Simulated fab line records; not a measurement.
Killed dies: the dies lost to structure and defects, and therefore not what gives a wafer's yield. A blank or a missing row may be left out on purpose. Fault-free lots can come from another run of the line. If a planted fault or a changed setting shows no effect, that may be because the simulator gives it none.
fab line records | flow sfq-line
record: lots: 7 | wafers: 21 | last-day: 87
route steps=325 shown C5@250 M6@251 I6@266
lots with no fault: from the same line, run without faults
start-h: hours from the record's opening day to when the first of the lot's shown wafers began | wait-h: hours since the lot's step before | " the same as in the row above | L1.1+2: one row covering several wafers at once | - no value, or no start given | * or withheld: withheld | < > ~ a bound
route shown NAME@n: NAME is a module with steps in the file, n the number in the route of the first one | usual: mean/standard deviation of fault-free wafers | same: alike in all rows | chamber/n: place in a boat | sites: each site's reading | _std_site: how widely they spread, as a standard deviation | _edge_site: mean of outer sites minus mean of inner sites | radius-mm: for every site, how far away it sits from the centre of the wafer | mask NAME#n: copy n | behind: the last tool/chamber to shape the wafer | hold: the reason the lot was held/the length of the hold in hours/how it ended | device: whichever transistor did not switch (one of n, p or np) | end of line: the route-end tests of the same wafers | a step without rows: its recipe alone | killed: dies lost to structure and defects at the first sort, not the wafer's yield | map: a wafer's dies, marking killed ones x, the rest . and places with no die _
set.NAME: setting as actually run; set.NAME@STEP: the setting as run at that earlier step | model.NAME: the simulator's own value behind a step, which no gauge read
certain route steps with their lots: each step a table, each wafer a row
services: when a tool's chamber went out of use (start-h, in hours from the record's first day, below 0 if earlier), for how many hours, and the reason
== steps ==
step: SFQ_TRILAYER_C5_STRIP_SOLV_CLEAN_156
recipe: chemistry: NMP | temp-c: 70 | time-s: 600
step: SFQ_TRILAYER_M6_DEP_PRE_CLEAN_158
recipe: gas: Ar | time-s: 22.5 | bias-v: 250
step: SFQ_TRILAYER_M6_DEP_SPUTTER_157
recipe: material: Nb | base-pressure-pa: 1.33e-06 | chamber-pressure-pa: 0.1333 | substrate-temp-c: 20 | target-thk-nm: 200 | power-w: 2000 | time-s: 133.3
usual: cathode-dc-power-W: 2000.0/0.34 | throttle-valve-pct: 29.6/1
lot.wafer | tool           | chamber | start-h | wait-h | cathode-dc-power-W | throttle-valve-pct
L488.1    | pvd-sputter-03 | -       | 1524.71 | 0.0    | 1999.9             | 28.6
L488.3    | "              | -       | "       | "      | 1999.7             | 27.8
L488.4    | "              | -       | "       | "      | 1999.7             | 30.7
L489.1    | pvd-sputter-04 | -       | 1628.77 | 0.0    | 1999.9             | 30.6
L489.2    | "              | -       | "       | "      | 1999.6             | 28.9
L489.5    | "              | -       | "       | "      | 2000.2             | 28.8
L490.4    | pvd-sputter-03 | -       | 1639.61 | 0.0    | 2000.5             | 31.7
L490.5    | "              | -       | "       | "      | 2000.4             | 28.8
L490.6    | "              | -       | "       | "      | 1999.9             | 30.6
L491.1    | pvd-sputter-06 | -       | 1727.01 | 0.0    | 1999.7             | 31.3
L491.3    | "              | -       | "       | "      | 1999.9             | 30.8
L491.5    | "              | -       | "       | "      | 2000.3             | 31.3
L502.1    | pvd-sputter-03 | -       | 1826.28 | 0.0    | 1999.7             | 28.9
L502.3    | "              | -       | "       | "      | 2000.2             | 31.6
L502.4    | "              | -       | "       | "      | 1999.9             | 27.9
L504.2    | pvd-sputter-06 | -       | 1835.88 | 0.0    | 2000.1             | 31.4
L504.3    | "              | -       | "       | "      | 2000.4             | 28.9
L504.6    | "              | -       | "       | "      | 1999.7             | 28.9
L507.4    | pvd-sputter-04 | -       | 1843.08 | 0.0    | 2000.4             | 30.5
L507.5    | "              | -       | "       | "      | 2000.1             | 29.3
L507.6    | "              | -       | "       | "      | 2000.0             | 29.2
step: SFQ_M6_RS_MEAS_938
recipe: thk-meas-gauge: four-point-probe | reads: Nb_of_TRILAYER_M6_DEP_SPUTTER_157
usual: M6_NB_RS: 0.891/0.0087
lot.wafer | tool          | chamber | start-h | wait-h | M6_NB_RS[ohm/sq]
L488.1    | film-metro-03 | -       | 1524.80 | 0.0    | 0.887
L488.3    | "             | -       | "       | "      | 0.890
L488.4    | "             | -       | "       | "      | 0.886
L489.1    | film-metro-02 | -       | 1628.86 | 0.0    | 0.893
L489.2    | "             | -       | "       | "      | 0.889
L489.5    | "             | -       | "       | "      | 0.885
L490.4    | film-metro-04 | -       | 1639.76 | 0.1    | 0.878
L490.5    | "             | -       | "       | "      | 0.876
L490.6    | "             | -       | "       | "      | 0.875
L491.1    | film-metro-04 | -       | 1727.10 | 0.0    | 0.883
L491.3    | "             | -       | "       | "      | 0.875
L491.5    | "             | -       | "       | "      | 0.885
L502.1    | film-metro-04 | -       | 1826.37 | 0.0    | 0.888
L502.3    | "             | -       | "       | "      | 0.888
L502.4    | "             | -       | "       | "      | 0.890
L504.2    | film-metro-04 | -       | 1835.99 | 0.1    | 0.909
L504.3    | "             | -       | "       | "      | 0.910
L504.6    | "             | -       | "       | "      | 0.908
L507.4    | film-metro-03 | -       | 1843.23 | 0.1    | 0.882
L507.5    | "             | -       | "       | "      | 0.879
L507.6    | "             | -       | "       | "      | 0.884
step: SFQ_TRILAYER_M6_LITHO_COAT_164
recipe: resist: BARC | spin-rpm: 3000 | resist-thk-nm: 62
step: SFQ_TRILAYER_M6_LITHO_COAT_159
recipe: resist: KrF | spin-rpm: 3000 | resist-thk-nm: 600
step: SFQ_TRILAYER_M6_LITHO_SOFTBAKE_163
recipe: temp-c: withheld | time-s: withheld | resist: KrF
step: SFQ_TRILAYER_M6_LITHO_EXPOSE_160
recipe: mask-id: M6 | na: 0.6 | source-shape: conventional | sigma-outer: 0.65 | target-cd-nm: 500 | dose-mj: 14.4
step: SFQ_TRILAYER_M6_LITHO_PEB_162
recipe: peb-temp-c: 115 | peb-time-s: 60 | resist: KrF
step: SFQ_TRILAYER_M6_LITHO_DEVELOP_161
recipe: time-s: 60 | resist: KrF
step: SFQ_M6_OVL_MEAS_940
usual: M6_OVL: 0/5.2
lot.wafer | tool       | chamber | start-h | wait-h | M6_OVL[nm]
L488.1    | overlay-02 | -       | 1636.28 | 0.1    | -4
L488.3    | "          | -       | "       | "      | 1
L488.4    | "          | -       | "       | "      | -2
L489.1    | overlay-02 | -       | 1637.48 | 0.1    | 3
L489.2    | "          | -       | "       | "      | 7
L489.5    | "          | -       | "       | "      | 1
L490.4    | overlay-01 | -       | 1642.45 | 0.1    | 3
L490.5    | "          | -       | "       | "      | -2
L490.6    | "          | -       | "       | "      | 1
L491.1    | overlay-02 | -       | 1733.07 | 0.1    | -1
L491.3    | "          | -       | "       | "      | 1
L491.5    | "          | -       | "       | "      | -1
L502.1    | overlay-02 | -       | 1833.60 | 0.1    | 9
L502.3    | "          | -       | "       | "      | 6
L502.4    | "          | -       | "       | "      | -1
L504.2    | overlay-02 | -       | 1842.01 | 0.1    | 3
L504.3    | "          | -       | "       | "      | 1
L504.6    | "          | -       | "       | "      | 3
L507.4    | overlay-02 | -       | 1849.97 | 0.1    | -13
L507.5    | "          | -       | "       | "      | -8
L507.6    | "          | -       | "       | "      | -15
step: SFQ_TRILAYER_M6_BARC_OPEN_METAL_ETCH_206
recipe: mask-material: PR | chemistry: O2 | target-depth-nm: 125 | target: BARC | icp-w: 600 | bias-w: 80 | pressure-mtorr: 10 | time-s: 41.7
usual: bias-w: 79.94/0.23 | chamber-pressure-mTorr: 9.998/0.012 | drypump-motor-current-A: 5.6/0.49 | oes-product-au: 0.685/0.0042
lot.wafer | tool         | chamber | start-h | wait-h | bias-w | chamber-pressure-mTorr | drypump-motor-current-A | oes-product-au | rf-hours-counter-h | model.KrF_of_TRILAYER_M6_LITHO_COAT_159.thk-nm
L488.1    | rie-metal-01 | 1       | 1636.31 | 0.0    | 79.72  | 9.896                  | 5.4                     | 0.694          | 72                 | 523.7
L488.3    | "            | 1       | "       | "      | 79.99  | 10.011                 | 5.4                     | 0.689          | -                  | 521.8
L488.4    | "            | 0       | "       | "      | 80.18  | 9.996                  | 5.3                     | 0.684          | -                  | 525
L489.1    | rie-metal-02 | 0       | 1637.51 | 0.0    | -      | -                      | -                       | -              | -                  | 573
L489.2    | "            | 1       | "       | "      | -      | -                      | -                       | -              | -                  | 572.7
L489.5    | "            | 0       | "       | "      | -      | -                      | -                       | -              | -                  | 572.4
L490.4    | rie-metal-02 | 1       | 1642.49 | 0.0    | -      | -                      | -                       | -              | -                  | 576.5
L490.5    | "            | 1       | "       | "      | -      | -                      | -                       | -              | -                  | 575.3
L490.6    | "            | 0       | "       | "      | -      | -                      | -                       | -              | -                  | 575.9
L491.1    | rie-metal-03 | 0       | 1733.11 | 0.0    | -      | -                      | -                       | -              | -                  | 573.2
L491.3    | "            | 1       | "       | "      | -      | -                      | -                       | -              | -                  | 574.2
L491.5    | "            | 1       | "       | "      | -      | -                      | -                       | -              | -                  | 574.2
L502.1    | rie-metal-01 | 1       | 1833.64 | 0.0    | 79.93  | 9.988                  | 5.4                     | 0.682          | 99                 | 521.8
L502.3    | "            | 0       | "       | "      | 79.71  | 9.994                  | 5.3                     | 0.687          | -                  | 522.2
L502.4    | "            | 1       | "       | "      | 79.86  | 9.997                  | 5.4                     | 0.692          | -                  | 520.2
L504.2    | rie-metal-01 | 0       | 1842.04 | 0.0    | 79.89  | 9.995                  | 5.3                     | 0.693          | 22                 | 519.8
L504.3    | "            | 0       | "       | "      | 79.84  | 10.001                 | 5.3                     | 0.684          | -                  | 516.6
L504.6    | "            | 0       | "       | "      | 79.87  | 9.993                  | 5.3                     | 0.677          | -                  | 517.5
L507.4    | rie-metal-03 | 1       | 1850.01 | 0.0    | 80.20  | 10.002                 | 6.4                     | 0.682          | -                  | 524.4
L507.5    | "            | 1       | "       | "      | 80.02  | 9.996                  | 6.4                     | 0.685          | -                  | 525.6
L507.6    | "            | 0       | "       | "      | 80.31  | 10.019                 | 5.1                     | 0.689          | -                  | 523.6
step: SFQ_TRILAYER_M6_ETCH_METAL_ETCH_162
recipe: target: Nb | stop-on: SiO2 | mask-material: PR | chemistry: Cl2/Ar | target-depth-nm: 240 | icp-w: 600 | bias-w: 80 | pressure-mtorr: 10 | time-s: 120
usual: bias-w: 80.02/0.24 | chamber-pressure-mTorr: 10.001/0.0089 | drypump-motor-current-A: 5.6/0.49 | oes-product-au: 0.894/0.0064
lot.wafer | tool         | chamber | start-h | wait-h | bias-w | chamber-pressure-mTorr | drypump-motor-current-A | oes-product-au | rf-hours-counter-h | model.KrF_of_TRILAYER_M6_LITHO_COAT_159.thk-nm
L488.1    | rie-metal-01 | 1       | 1636.37 | 0.0    | 79.97  | 10.012                 | 5.4                     | 0.898          | 72                 | 381.4
L488.3    | "            | 1       | "       | "      | 80.04  | 10.011                 | 5.4                     | 0.889          | -                  | 379.9
L488.4    | "            | 0       | "       | "      | 80.09  | 9.992                  | 5.3                     | 0.898          | -                  | 383
L489.1    | rie-metal-02 | 0       | 1637.57 | 0.0    | 80.21  | 10.002                 | 5.5                     | 0.377          | 62                 | 434.8
L489.2    | "            | 1       | "       | "      | 79.66  | 9.993                  | 5.7                     | 0.382          | 92                 | 432.6
L489.5    | "            | 0       | "       | "      | 80.41  | 10.000                 | 5.5                     | 0.377          | -                  | 432.5
L490.4    | rie-metal-02 | 1       | 1642.57 | 0.1    | 80.28  | 9.996                  | 5.7                     | 0.377          | -                  | 436.9
L490.5    | "            | 1       | "       | "      | 80.08  | 10.000                 | 5.7                     | 0.379          | -                  | 437.4
L490.6    | "            | 0       | "       | "      | 79.92  | 9.994                  | 5.4                     | 0.369          | -                  | 435.5
L491.1    | rie-metal-03 | 0       | 1733.17 | 0.0    | 79.95  | 9.995                  | 5.1                     | 0.374          | 99                 | 432.8
L491.3    | "            | 1       | "       | "      | 80.39  | 10.002                 | 6.4                     | 0.365          | -                  | 434.6
L491.5    | "            | 1       | "       | "      | 80.38  | 9.993                  | 6.4                     | 0.374          | -                  | 433.1
L502.1    | rie-metal-01 | 1       | 1833.70 | 0.0    | 79.55  | 10.001                 | 5.4                     | 0.902          | 99                 | 380.6
L502.3    | "            | 0       | "       | "      | 80.08  | 10.004                 | 5.3                     | 0.899          | -                  | 380.5
L502.4    | "            | 1       | "       | "      | 79.75  | 9.996                  | 5.4                     | 0.893          | -                  | 377.8
L504.2    | rie-metal-01 | 0       | 1842.10 | 0.0    | 80.51  | 10.012                 | 5.4                     | 0.888          | 22                 | 377.6
L504.3    | "            | 0       | "       | "      | 80.27  | 9.990                  | 5.3                     | 0.890          | -                  | 374.1
L504.6    | "            | 0       | "       | "      | 80.14  | 9.997                  | 5.4                     | 0.882          | -                  | 374.5
L507.4    | rie-metal-03 | 1       | 1850.09 | 0.1    | 79.68  | 10.013                 | 6.4                     | 0.902          | -                  | 383.8
L507.5    | "            | 1       | "       | "      | 80.14  | 10.015                 | 6.4                     | 0.897          | -                  | 384.4
L507.6    | "            | 0       | "       | "      | 80.26  | 9.990                  | 5.1                     | 0.900          | -                  | 382.4
step: SFQ_TRILAYER_M6_STRIP_STRIP_163
recipe: gas: O2 | power-w: 200 | platen-temp-c: 40 | overash-fraction: 0.65 | chemistry: O2 | pressure-mtorr: 50
usual: chamber-pressure-mTorr: 50.00/0.05 | drypump-motor-current-A: 5.6/0.49 | oes-product-au: 0.999/0.0077
lot.wafer | tool         | chamber | start-h | wait-h | chamber-pressure-mTorr | drypump-motor-current-A | oes-product-au | rf-hours-counter-h
L488.1    | rie-metal-01 | 1       | 1636.50 | 0.1    | 49.97                  | 5.4                     | 1.009          | 73
L488.3    | "            | 1       | "       | "      | 50.02                  | 5.4                     | 0.997          | -
L488.4    | "            | 0       | "       | "      | 50.00                  | 5.4                     | 1.001          | -
L489.1    | rie-metal-02 | 0       | 1637.70 | 0.1    | 50.00                  | 5.5                     | 0.995          | 62
L489.2    | "            | 1       | "       | "      | 49.96                  | 5.7                     | 0.996          | 92
L489.5    | "            | 0       | "       | "      | 49.99                  | 5.5                     | 1.000          | -
L490.4    | rie-metal-02 | 1       | 1642.85 | 0.2    | 50.03                  | 5.6                     | 1.002          | -
L490.5    | "            | 1       | "       | "      | 50.03                  | 5.7                     | 0.995          | -
L490.6    | "            | 0       | "       | "      | 49.90                  | 5.5                     | 0.999          | -
L491.1    | rie-metal-03 | 0       | 1733.29 | 0.1    | 50.03                  | 5.1                     | 0.991          | 100
L491.3    | "            | 1       | "       | "      | 50.03                  | 6.4                     | 1.006          | -
L491.5    | "            | 1       | "       | "      | 50.04                  | 6.4                     | 1.003          | -
L502.1    | rie-metal-01 | 1       | 1833.82 | 0.1    | 49.94                  | 5.4                     | 1.008          | 99
L502.3    | "            | 0       | "       | "      | 50.05                  | 5.3                     | 0.994          | -
L502.4    | "            | 1       | "       | "      | 50.07                  | 5.4                     | 0.996          | -
L504.2    | rie-metal-01 | 0       | 1842.22 | 0.1    | 49.93                  | 5.4                     | 0.992          | 22
L504.3    | "            | 0       | "       | "      | 50.12                  | 5.4                     | 0.989          | -
L504.6    | "            | 0       | "       | "      | 49.96                  | 5.4                     | 1.003          | -
L507.4    | rie-metal-03 | 1       | 1850.37 | 0.2    | 50.03                  | 6.4                     | 0.988          | -
L507.5    | "            | 1       | "       | "      | 50.00                  | 6.4                     | 0.996          | -
L507.6    | "            | 0       | "       | "      | 50.08                  | 5.1                     | 0.994          | -
step: SFQ_TRILAYER_M6_STRIP_SOLV_CLEAN_164
recipe: chemistry: NMP | temp-c: 70 | time-s: 600
step: SFQ_TRILAYER_I6_DEP_PECVD_165
recipe: material: SiO2 | temp-c: 150 | time-s: 111.11 | pressure-torr: 2.4 | rf-w: 183.3 | precursor: SiH4/N2O | target-thk-nm: 500
usual: chamber-pressure-Torr: 2.400/0.0049 | heater-power-w: 95/24 | throttle-valve-pct: 24.8/1.1
lot.wafer | tool     | chamber | start-h | wait-h | chamber-pressure-Torr | heater-power-w | since-wet-clean-h | throttle-valve-pct
L488.1    | pecvd-03 | 1       | 1637.27 | 0.0    | 2.409                 | 74             | 307               | 25.0
L488.3    | "        | 0       | "       | "      | 2.401                 | 94             | -                 | 23.9
L488.4    | "        | 1       | "       | "      | 2.398                 | 61             | -                 | 24.8
L489.1    | pecvd-04 | 0       | 1638.47 | 0.0    | 2.403                 | 102            | 691               | 24.7
L489.2    | "        | 2       | "       | "      | 2.405                 | 141            | 691               | 24.3
L489.5    | "        | 2       | "       | "      | 2.401                 | 148            | -                 | 24.3
L490.4    | pecvd-02 | 1       | 1643.47 | 0.0    | 2.404                 | 82             | -                 | 22.9
L490.5    | "        | 0       | "       | "      | 2.411                 | 67             | -                 | 27.0
L490.6    | "        | 2       | "       | "      | 2.399                 | 69             | -                 | 26.2
L491.1    | pecvd-03 | 0       | 1734.07 | 0.0    | 2.393                 | 80             | 403               | 24.5
L491.3    | "        | 2       | "       | "      | 2.405                 | 113            | 403               | 23.4
L491.5    | "        | 1       | "       | "      | 2.405                 | 72             | -                 | 24.9
L502.1    | pecvd-04 | 0       | 1834.60 | 0.0    | 2.395                 | 103            | 887               | 25.2
L502.3    | "        | 2       | "       | "      | 2.407                 | 140            | 887               | 24.8
L502.4    | "        | 0       | "       | "      | 2.397                 | 90             | -                 | 25.3
L504.2    | pecvd-02 | 1       | 1843.00 | 0.0    | 2.399                 | 77             | 1265              | 23.0
L504.3    | "        | 0       | "       | "      | 2.401                 | 81             | 1265              | 27.0
L504.6    | "        | 1       | "       | "      | 2.410                 | 81             | -                 | 22.8
L507.4    | pecvd-04 | 0       | 1850.99 | 0.0    | 2.396                 | 101            | -                 | 25.2
L507.5    | "        | 1       | "       | "      | 2.403                 | 94             | -                 | 24.9
L507.6    | "        | 2       | "       | "      | 2.392                 | 149            | -                 | 24.8
step: SFQ_TRILAYER_I6_CMP_CMP_166
recipe: material: SiO2 | down-force-psi: 3 | platen-rpm: 60 | pad-velocity-m-s: 0.94248
usual: motor-current-A: 9.7/0.89 | time-to-endpoint-s: 218/8
lot.wafer | tool   | chamber | start-h | wait-h | motor-current-A | time-to-endpoint-s
L488.3    | cmp-02 | 3       | 1639.19 | 1.8    | 11.8            | 204
L488.1    | "      | 1       | 1640.19 | 2.9    | 10.4            | 198
L488.4    | "      | 2       | "       | "      | 9.8             | 211
L489.2    | cmp-01 | 0       | 1641.66 | 3.2    | 10.0            | 214
L489.1    | "      | 1       | "       | "      | 10.0            | 212
L489.5    | "      | 2       | "       | "      | 9.5             | 226
L490.4    | cmp-01 | 1       | 1648.26 | 4.8    | 9.4             | 226
L490.6    | "      | 2       | "       | "      | 8.3             | 227
L490.5    | "      | 3       | "       | "      | 8.2             | 224
L491.1    | cmp-01 | 3       | 1734.64 | 0.5    | 8.8             | 210
L491.3    | "      | 0       | "       | "      | 10.4            | 207
L491.5    | "      | 3       | 1736.64 | 2.5    | 8.8             | 214
L502.1    | cmp-02 | 1       | 1837.02 | 2.4    | 9.7             | 207
L502.4    | "      | 2       | "       | "      | 10.1            | 214
L502.3    | "      | 3       | "       | "      | 11.7            | 215
L504.3    | cmp-01 | 1       | 1844.34 | 1.3    | 9.6             | 210
L504.2    | "      | 2       | "       | "      | 9.1             | 221
L504.6    | "      | 1       | 1846.34 | 3.3    | 9.8             | 217
L507.4    | cmp-02 | 1       | 1853.13 | 2.1    | 9.9             | 226
L507.5    | "      | 2       | "       | "      | 9.7             | 226
L507.6    | "      | 3       | "       | "      | 11.4            | 230
step: SFQ_I6_BOW_MEAS_941
recipe: mode: bow
usual: I6_BOW: 5/11
lot.wafer | tool          | chamber | start-h | wait-h | I6_BOW[um]
L488.1    | film-metro-02 | -       | 1642.19 | 1.5    | 4
L488.3    | "             | -       | "       | "      | 7
L488.4    | "             | -       | "       | "      | 2
L489.1    | film-metro-03 | -       | 1643.66 | 1.0    | 7
L489.2    | "             | -       | "       | "      | 18
L489.5    | "             | -       | "       | "      | 26
L490.4    | film-metro-02 | -       | 1649.82 | 1.1    | 25
L490.5    | "             | -       | "       | "      | 26
L490.6    | "             | -       | "       | "      | 16
L491.1    | film-metro-03 | -       | 1737.14 | 2.0    | -9
L491.3    | "             | -       | "       | "      | -6
L491.5    | "             | -       | "       | "      | -13
L502.1    | film-metro-02 | -       | 1839.52 | 2.0    | 4
L502.3    | "             | -       | "       | "      | 2
L502.4    | "             | -       | "       | "      | -3
L504.2    | film-metro-02 | -       | 1847.36 | 2.0    | 10
L504.3    | "             | -       | "       | "      | 19
L504.6    | "             | -       | "       | "      | 4
L507.4    | film-metro-01 | -       | 1854.69 | 1.1    | -4
L507.5    | "             | -       | "       | "      | -1
L507.6    | "             | -       | "       | "      | -7
step: SFQ_TRILAYER_I6_METRO_MEASURE_167
usual: thk-nm: 200.2/1.1
lot.wafer | tool          | chamber | start-h | wait-h | thk-nm
L488.1    | film-metro-02 | -       | 1642.31 | 0.1    | 199.0
L488.3    | "             | -       | "       | "      | 199.4
L488.4    | "             | -       | "       | "      | 197.3
L489.1    | film-metro-03 | -       | 1643.78 | 0.1    | 200.5
L489.2    | "             | -       | "       | "      | 201.3
L489.5    | "             | -       | "       | "      | 200.6
L490.4    | film-metro-02 | -       | 1650.48 | 0.6    | 200.7
L490.5    | "             | -       | "       | "      | 200.8
L490.6    | "             | -       | "       | "      | 201.0
L491.1    | film-metro-03 | -       | 1737.26 | 0.1    | 200.0
L491.3    | "             | -       | "       | "      | 199.8
L491.5    | "             | -       | "       | "      | 200.1
L502.1    | film-metro-02 | -       | 1839.64 | 0.1    | 200.7
L502.3    | "             | -       | "       | "      | 199.4
L502.4    | "             | -       | "       | "      | 200.5
L504.2    | film-metro-02 | -       | 1847.66 | 0.3    | 202.0
L504.3    | "             | -       | "       | "      | 200.8
L504.6    | "             | -       | "       | "      | 199.9
L507.4    | film-metro-01 | -       | 1855.35 | 0.6    | 200.2
L507.5    | "             | -       | "       | "      | 201.1
L507.6    | "             | -       | "       | "      | 201.1
step: SFQ_TRILAYER_I6_VIA_LITHO_COAT_174
recipe: resist: BARC | spin-rpm: 3000 | resist-thk-nm: 62
step: SFQ_TRILAYER_I6_VIA_LITHO_COAT_169
recipe: resist: KrF | spin-rpm: 3000 | resist-thk-nm: 650
step: SFQ_TRILAYER_I6_VIA_LITHO_SOFTBAKE_173
recipe: temp-c: withheld | time-s: withheld | resist: KrF
step: SFQ_TRILAYER_I6_VIA_LITHO_EXPOSE_170
recipe: mask-id: I6 | na: 0.6 | source-shape: conventional | sigma-outer: 0.65 | target-cd-nm: 700 | dose-mj: 21.3
usual: exposure-dose-mJ-cm2: 21.303/0.023 | focus-offset-nm: 0.0/0.52 | na: 0.6/0 | sigma-outer: 0.65/0
lot.wafer | tool           | chamber | start-h | wait-h | mask | exposure-dose-mJ-cm2 | focus-offset-nm | na  | sigma-outer
L488.1    | krf-scanner-02 | 0       | -       | -      | I6#0 | 21.292               | 0.1             | 0.6 | 0.65
L488.3    | "              | 0       | "       | "      | I6#0 | 21.289               | -0.8            | 0.6 | 0.65
L488.4    | "              | 0       | "       | "      | I6#0 | 21.305               | -0.1            | 0.6 | 0.65
L489.1    | krf-scanner-02 | -       | 1645.73 | -      | I6#0 | -                    | -               | -   | -
L489.2    | "              | -       | "       | "      | I6#0 | -                    | -               | -   | -
L489.5    | "              | -       | "       | "      | I6#0 | -                    | -               | -   | -
L490.4    | krf-scanner-02 | -       | 1653.25 | -      | I6#0 | -                    | -               | -   | -
L490.5    | "              | -       | "       | "      | I6#0 | -                    | -               | -   | -
L490.6    | "              | -       | "       | "      | I6#0 | -                    | -               | -   | -
L491.1    | krf-scanner-02 | -       | 1739.21 | -      | I6#0 | -                    | -               | -   | -
L491.3    | "              | -       | "       | "      | I6#0 | -                    | -               | -   | -
L491.5    | "              | -       | "       | "      | I6#0 | -                    | -               | -   | -
L502.1    | krf-scanner-01 | 0       | 1844.10 | -      | I6#0 | 21.307               | -0.5            | 0.6 | 0.65
L502.3    | "              | 0       | "       | "      | I6#0 | 21.316               | -0.2            | 0.6 | 0.65
L502.4    | "              | 0       | "       | "      | I6#0 | 21.327               | 0.4             | 0.6 | 0.65
L504.2    | krf-scanner-01 | 0       | 1855.85 | -      | I6#0 | 21.336               | 0.0             | 0.6 | 0.65
L504.3    | "              | 0       | "       | "      | I6#0 | 21.324               | 0.2             | 0.6 | 0.65
L504.6    | "              | 0       | "       | "      | I6#0 | 21.304               | 0.7             | 0.6 | 0.65
L507.4    | krf-scanner-01 | 0       | 1964.23 | -      | I6#0 | 21.331               | 0.3             | 0.6 | 0.65
L507.5    | "              | 0       | "       | "      | I6#0 | 21.309               | -0.2            | 0.6 | 0.65
L507.6    | "              | 0       | "       | "      | I6#0 | 21.342               | -0.1            | 0.6 | 0.65
step: SFQ_TRILAYER_I6_VIA_LITHO_PEB_172
recipe: peb-temp-c: 115 | peb-time-s: 60 | resist: KrF
== services ==
tool           | chamber | start-h | hours | kind
rie-metal-02   | 0       | 1503.68 | 5.5   | repair
krf-scanner-02 | -       | 1512.86 | 4.0   | pm
rie-metal-01   | 1       | 1522.25 | 14.3  | repair
krf-scanner-02 | -       | 1525.16 | 7.4   | repair
rie-metal-02   | 0       | 1532.38 | 3.0   | repair
rie-metal-03   | -       | 1539.30 | 2.6   | repair
rie-metal-02   | 0       | 1558.00 | 1.0   | repair
rie-metal-02   | 1       | 1577.27 | 12.6  | repair
rie-metal-03   | 1       | 1584.04 | 20.1  | repair
rie-metal-02   | 0       | 1606.36 | 21.6  | repair
rie-metal-01   | -       | 1609.51 | 0.2   | repair
rie-metal-01   | -       | 1611.03 | 1.4   | pm
rie-metal-03   | 1       | 1666.57 | 6.3   | repair
rie-metal-02   | 1       | 1751.67 | 18.5  | repair
rie-metal-02   | -       | 1767.73 | 14.6  | pm
rie-metal-02   | -       | 1816.02 | 0.1   | repair
rie-metal-03   | -       | 1817.67 | 0.1   | repair
rie-metal-02   | -       | 1847.14 | 1.4   | pm
rie-metal-02   | 0       | 1882.42 | 2.1   | repair
rie-metal-03   | 1       | 1889.14 | 4.3   | repair
rie-metal-01   | -       | 1899.60 | 14.6  | pm
rie-metal-01   | 1       | 1928.58 | 8.2   | repair
rie-metal-03   | -       | 1943.98 | 14.6  | pm
rie-metal-01   | -       | 1948.68 | 71.0  | repair
== key ==
first-sign: step: SFQ_TRILAYER_M6_BARC_OPEN_METAL_ETCH_206 | reading: tool-record | direction: missing
effect: step: SFQ_TRILAYER_M6_ETCH_METAL_ETCH_162 | reading: oes-product-au | direction: down | sigmas: 81 | usual: 0.894 | struck: 0.375
effect: step: SFQ_TRILAYER_I6_VIA_LITHO_EXPOSE_170 | reading: tool-record | direction: missing
model-effect: step: SFQ_TRILAYER_M6_BARC_OPEN_METAL_ETCH_206 | value: KrF_of_TRILAYER_M6_LITHO_COAT_159.thk-nm | without: 522.9 | struck: 574.2
model-effect: step: SFQ_TRILAYER_M6_ETCH_METAL_ETCH_162 | value: KrF_of_TRILAYER_M6_LITHO_COAT_159.thk-nm | without: 383.2 | struck: 434.5
met-at SFQ_TRILAYER_M6_BARC_OPEN_METAL_ETCH_206
struck-wafers L489.1,L489.2,L489.5,L490.4,L490.5,L490.6,L491.1,L491.3,L491.5
fault: kind: skipped-step-whole | tool: rie-metal-02,rie-metal-03 | chamber: - | onset-h: 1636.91 | steps: SFQ_TRILAYER_M6_BARC_OPEN_METAL_ETCH_206 | scope: struck-lots-only
